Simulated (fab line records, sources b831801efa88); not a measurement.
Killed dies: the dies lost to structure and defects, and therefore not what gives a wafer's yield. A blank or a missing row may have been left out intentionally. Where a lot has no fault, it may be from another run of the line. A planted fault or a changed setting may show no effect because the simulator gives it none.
Which of the tools did it? ; flow sky130 ; 11 lots with 33 wafers sampled at 3 steps, on a route of 708 steps

== WHAT EACH GAUGE READ, for each wafer ==
SKY_LDD_HVP_TW_MEAS_10. Usual: LDD_HVP_TW 460.0, standard deviation 2.9.
lot;measured;on;LDD_HVP_TW;flag
L438;day 21 20:47;filmMetro-04;462.7 462.2 462.4;
L440;day 22 18:05;filmMetro-01;461.3 460.7 460.6;
L442;day 23 12:01;filmMetro-01;459.3 458.8 459.8;
L443;day 23 20:35;filmMetro-03;455.3 453.3 453.1;
L444;day 24 05:45;filmMetro-03;460.4 462.4 462.1;
L445;day 24 15:17;filmMetro-04;459.1 458.0 461.1;
L446;day 24 19:41;filmMetro-03;461.2 461.1 459.1;
L447;day 25 04:17;filmMetro-03;458.2 457.1 457.6;
L449;day 26 00:02;filmMetro-04;458.3 461.5 459.7;
L450;day 26 08:01;filmMetro-03;455.0 453.1 454.6;
L460;day 30 09:08;filmMetro-04;458.8 461.9 459.8;

SKY_SD_N_TW_MEAS_12. Usual: SD_N_TW 3995, standard deviation 56.
lot;measured;on;SD_N_TW;flag
L438;day 28 02:59;filmMetro-02;3941 3968 3941;
L440;day 28 22:51;filmMetro-01;4034 4033 4029;
L442;day 29 16:00;filmMetro-01;4051 4062 4066;
L443;day 29 22:57;filmMetro-02;3936 3953 3938;
L444;day 30 11:00;filmMetro-02;3960 3956 3978;
L445;day 30 17:00;filmMetro-02;3961 3973 3955;
L446;day 30 19:52;filmMetro-03;3986 3966 4000;
L447;day 31 06:01;filmMetro-03;3969 3956 3974;
L449;day 32 00:43;filmMetro-02;3941 3948 3940;
L450;day 32 09:47;filmMetro-02;3908 3932 3900;
L460;day 36 13:02;filmMetro-01;4043 4057 4063;

== WHAT TOOL EACH LOT RAN ON (gives the tool, then ch and the chambers of the sampled wafers, and finally the start) ==
lot;SKY_RES_PROTECT_STRIP_07
L438;plasmaAsher-01 ch 0,1, day 15 10:41
L440;plasmaAsher-01 ch 0,1, day 16 05:27
L442;plasmaAsher-03 ch 0,1, day 16 20:48
L443;plasmaAsher-04 ch 0,1, day 17 05:44
L444;plasmaAsher-01 ch 0, day 17 14:51
L445;plasmaAsher-01 ch 0,1, day 18 00:36
L446;plasmaAsher-01 ch 0,1, day 18 06:11
L447;plasmaAsher-04 ch 0, day 18 12:56
L449;plasmaAsher-01 ch 0,1, day 19 13:38
L450;plasmaAsher-03 ch 0,1, day 19 21:24
L460;plasmaAsher-04 ch 0,1, day 24 03:26
- SKY_RES_PROTECT_STRIP_07: strips in O2/N2.

== WHAT THE TOOLS THEMSELVES READ (means of the sampled wafers that have a number; where no wafer has one, the mark that the record gives instead) ==
SKY_RES_PROTECT_STRIP_07. Usual: drypumpMotorCurrentA 5.5 A, standard deviation 0.36; oesProductAu 0.518 a.u., standard deviation 0.0045; stripTimeToEndpointS 23.29 s, standard deviation 0.046.
lot;tool;drypumpMotorCurrentA (A);oesProductAu (a.u.);stripTimeToEndpointS (s);flag
L438;plasmaAsher-01;5.6;0.521;23.32;
L440;plasmaAsher-01;5.6;0.518;23.35;
L442;plasmaAsher-03;5.7;0.518;23.28;
L443;plasmaAsher-04;5.1;0.521;23.30;
L444;plasmaAsher-01;5.3;0.519;23.34;
L445;plasmaAsher-01;5.6;0.520;23.23;
L446;plasmaAsher-01;5.6;0.517;23.22;
L447;plasmaAsher-04;5.2;0.514;23.32;
L449;plasmaAsher-01;5.6;0.517;23.37;
L450;plasmaAsher-03;5.7;0.519;23.27;
L460;plasmaAsher-04;5.2;0.516;23.27;

== THE ANSWER, worked out from the rows above alone ==
Rule: a lot counts as off when the mean over its wafers that have a number is more than 3 standard deviations away from the usual mean. A lot without any number at a reading at which 4 lots or more have one is off too. Where the step has rows for the other lots, those lots are counted as sound. First the gauges in route order, then the tools' own readings, where a lot's mean is used as printed above. The first step at which some lot is off is used, and at that step the reading that is off furthest; a lot without a number counts as furthest.
No lot is off at any reading shown: from this, nothing can be told.

== WHAT HAD BEEN PUT IN BY THE SIMULATOR ==
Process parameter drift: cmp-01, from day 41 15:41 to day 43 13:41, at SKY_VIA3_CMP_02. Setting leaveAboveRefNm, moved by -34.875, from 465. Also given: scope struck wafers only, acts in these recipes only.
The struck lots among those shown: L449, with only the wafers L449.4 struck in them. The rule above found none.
